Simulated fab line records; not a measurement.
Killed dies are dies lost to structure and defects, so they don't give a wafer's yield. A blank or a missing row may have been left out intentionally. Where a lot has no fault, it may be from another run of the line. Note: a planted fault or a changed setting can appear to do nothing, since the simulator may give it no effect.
Which tool did it? | flow gf180mcu | 13 lots with 39 wafers sampled at 4 steps, on a route of 602 steps

== WHAT THE GAUGES READ, wafer by wafer ==
GF_M5_OVL_MEAS_08. Usual: M5_OVL typically reads 1 nm, with standard deviation 5.4.
lot  | measured     | on         | M5_OVL (nm) | flag
L769 | day 26 01:48 | overlay-02 | 4 -1 -2     | 
L771 | day 26 22:52 | overlay-01 | 0 7 -6      | 
L772 | day 27 01:32 | overlay-02 | -1 -5 -5    | 
L773 | day 27 11:22 | overlay-02 | -6 -5 -8    | 
L774 | day 27 22:07 | overlay-02 | 3 10 4      | 
L775 | day 28 05:15 | overlay-01 | -5 -2 6     | 
L778 | day 29 05:23 | overlay-01 | -9 -3 -6    | 
L779 | day 29 11:30 | overlay-02 | 5 3 4       | 
L781 | day 29 21:44 | overlay-01 | -2 -6 -11   | 
L783 | day 30 15:53 | overlay-02 | 2 9 6       | 
L789 | day 32 07:51 | overlay-01 | 0 0 2       | 
L790 | day 32 13:55 | overlay-01 | -2 -2 3     | 
L792 | day 32 21:34 | overlay-01 | 9 6 11      | 

GF_PASSIVATION_BOW_MEAS_14. Usual: PASSIVATION_BOW typically reads 138 um, with standard deviation 9.8.
lot  | measured     | on           | PASSIVATION_BOW (um) | flag
L769 | day 28 19:57 | filmMetro-02 | 138 136 125          | 
L771 | day 29 15:20 | filmMetro-04 | 131 133 137          | 
L772 | day 29 23:25 | filmMetro-02 | 138 127 131          | 
L773 | day 30 03:47 | filmMetro-04 | 136 145 132          | 
L774 | day 30 12:38 | filmMetro-02 | 139 146 126          | 
L775 | day 30 19:29 | filmMetro-02 | 136 141 134          | 
L778 | day 31 16:47 | filmMetro-04 | 136 135 119          | 
L779 | day 31 22:34 | filmMetro-04 | 134 130 130          | 
L781 | day 32 08:35 | filmMetro-04 | 149 124 129          | 
L783 | day 33 00:42 | filmMetro-02 | 155 145 162          | 
L789 | day 34 12:34 | filmMetro-02 | 139 130 142          | 
L790 | day 34 18:55 | filmMetro-02 | 143 142 129          | 
L792 | day 35 01:07 | filmMetro-04 | 136 126 139          | 

== TOOL THAT RAN EACH LOT (tool first, then ch and the chambers of the sampled wafers, then the start) ==
lot  | GF_MIM_SPUTTER_03           | GF_TOP_METAL_SPUTTER_01
L769 | pvdSputter-01, day 24 07:07 | pvdSputter-01, day 27 01:08
L771 | pvdSputter-02, day 25 04:27 | pvdSputter-04, day 27 22:01
L772 | pvdSputter-02, day 25 07:41 | pvdSputter-03, day 28 00:47
L773 | pvdSputter-02, day 25 17:26 | pvdSputter-03, day 28 10:19
L774 | pvdSputter-02, day 26 04:50 | pvdSputter-04, day 28 20:17
L775 | pvdSputter-02, day 26 12:58 | pvdSputter-04, day 29 03:39
L778 | pvdSputter-02, day 27 13:53 | pvdSputter-03, day 30 02:55
L779 | pvdSputter-02, day 27 20:44 | pvdSputter-03, day 30 08:38
L781 | pvdSputter-02, day 28 07:11 | pvdSputter-04, day 30 18:59
L783 | pvdSputter-02, day 29 02:17 | pvdSputter-03, day 31 12:52
L789 | pvdSputter-03, day 30 21:34 | pvdSputter-03, day 33 02:58
L790 | pvdSputter-02, day 31 02:59 | pvdSputter-03, day 33 08:46
L792 | pvdSputter-01, day 31 11:56 | pvdSputter-04, day 33 15:56
- GF_MIM_SPUTTER_03: material Ti, target thk 10 nm, time 6.7 s.
- GF_TOP_METAL_SPUTTER_01: material TiN, target thk 30 nm, time 25 s.

== WHAT THE TOOLS THEMSELVES READ (means of the sampled wafers that have a number; where no wafer has one, the mark that the record gives instead) ==
GF_MIM_SPUTTER_03. Usual: cathodeDcPowerW 3000.0 W, standard deviation 0.58; chamberPressurePa 0.3000 Pa, standard deviation 0.00055; throttleValvePct 29.7 %, standard deviation 1.1.
lot  | tool          | cathodeDcPowerW (W) | chamberPressurePa (Pa) | throttleValvePct (%) | flag
L769 | pvdSputter-01 | 2999.9              | 0.3004                 | 29.1                 | 
L771 | pvdSputter-02 | 2999.7              | 0.2999                 | 28.5                 | 
L772 | pvdSputter-02 | 3000.3              | 0.3002                 | 28.7                 | 
L773 | pvdSputter-02 | 2999.4              | 0.2998                 | 30.8                 | 
L774 | pvdSputter-02 | 2999.8              | 0.3002                 | 29.9                 | 
L775 | pvdSputter-02 | 3000.0              | 0.2996                 | 29.8                 | 
L778 | pvdSputter-02 | 3000.9              | 0.3001                 | 29.2                 | 
L779 | pvdSputter-02 | 3000.4              | 0.2993                 | 29.9                 | 
L781 | pvdSputter-02 | 3000.2              | 0.2998                 | 29.1                 | 
L783 | pvdSputter-02 | 3000.3              | 0.3002                 | 29.1                 | 
L789 | pvdSputter-03 | 3000.3              | 0.3000                 | 30.3                 | 
L790 | pvdSputter-02 | 2999.9              | 0.2997                 | 29.3                 | 
L792 | pvdSputter-01 | 2999.9              | 0.3007                 | 30.4                 | 

GF_TOP_METAL_SPUTTER_01. Usual: cathodeDcPowerW 6500.0 W, standard deviation 1.2; chamberPressurePa 0.4000 Pa, standard deviation 0.00073; throttleValvePct 29.9 %, standard deviation 0.96.
lot  | tool          | cathodeDcPowerW (W) | chamberPressurePa (Pa) | throttleValvePct (%) | flag
L769 | pvdSputter-01 | 6499.7              | 0.3998                 | 30.4                 | 
L771 | pvdSputter-04 | 6498.3              | 0.3999                 | 29.5                 | 
L772 | pvdSputter-03 | 6501.1              | 0.3998                 | 30.5                 | 
L773 | pvdSputter-03 | 6500.7              | 0.4006                 | 30.2                 | 
L774 | pvdSputter-04 | 6501.4              | 0.3999                 | 29.3                 | 
L775 | pvdSputter-04 | 6501.4              | 0.3999                 | 30.1                 | 
L778 | pvdSputter-03 | 6499.7              | 0.4005                 | 30.2                 | 
L779 | pvdSputter-03 | 6499.2              | 0.4002                 | 30.0                 | 
L781 | pvdSputter-04 | 6500.3              | 0.3987                 | 29.8                 | 
L783 | pvdSputter-03 | 6500.5              | 0.3994                 | 29.6                 | 
L789 | pvdSputter-03 | 5846.1              | 0.4003                 | 29.1                 | OFF
L790 | pvdSputter-03 | 5845.4              | 0.4003                 | 29.6                 | OFF
L792 | pvdSputter-04 | 6499.1              | 0.4006                 | 29.2                 | 

== THE ANSWER, worked out from the rows above alone ==
Rule: a lot counts as off when the mean over its wafers that have a number is more than 3 standard deviations away from the usual mean. Also off: a lot with no number at a reading for which 4 or more lots have one. Where the step has rows for the other lots, those lots are counted as sound. Order of review: gauges by route order, followed by the tools' own readings, for which a lot's mean as printed above is used. The first step at which some lot is off is used, and at that step the reading that is off furthest; a lot without a number counts as furthest.
Off: L789, L790 (GF_TOP_METAL_SPUTTER_01, cathodeDcPowerW).
A tool fits if, at that step or a process step before it, it ran every lot that is off, and no sound lot after the first of them. One fits: GF_TOP_METAL_SPUTTER_01 on pvdSputter-03. A fault onset in the window from L783 (day 31 12:52, its last sound lot) to L789 (day 33 02:58, its first lot off) fits.
The tool's own readings at GF_TOP_METAL_SPUTTER_01 bear it out: on the lots that are off they differ by more than 5 times the standard deviation of the sound lots' means. cathodeDcPowerW reads 5845.8 W there against 6500.1 W on the sound lots.

== WHAT THE SIMULATOR HAD PUT IN ==
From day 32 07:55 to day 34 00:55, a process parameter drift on pvdSputter-03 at GF_TOP_METAL_SPUTTER_01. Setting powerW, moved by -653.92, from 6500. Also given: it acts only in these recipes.
Struck lots among those shown: L789, L790. Same finding as the rule above.
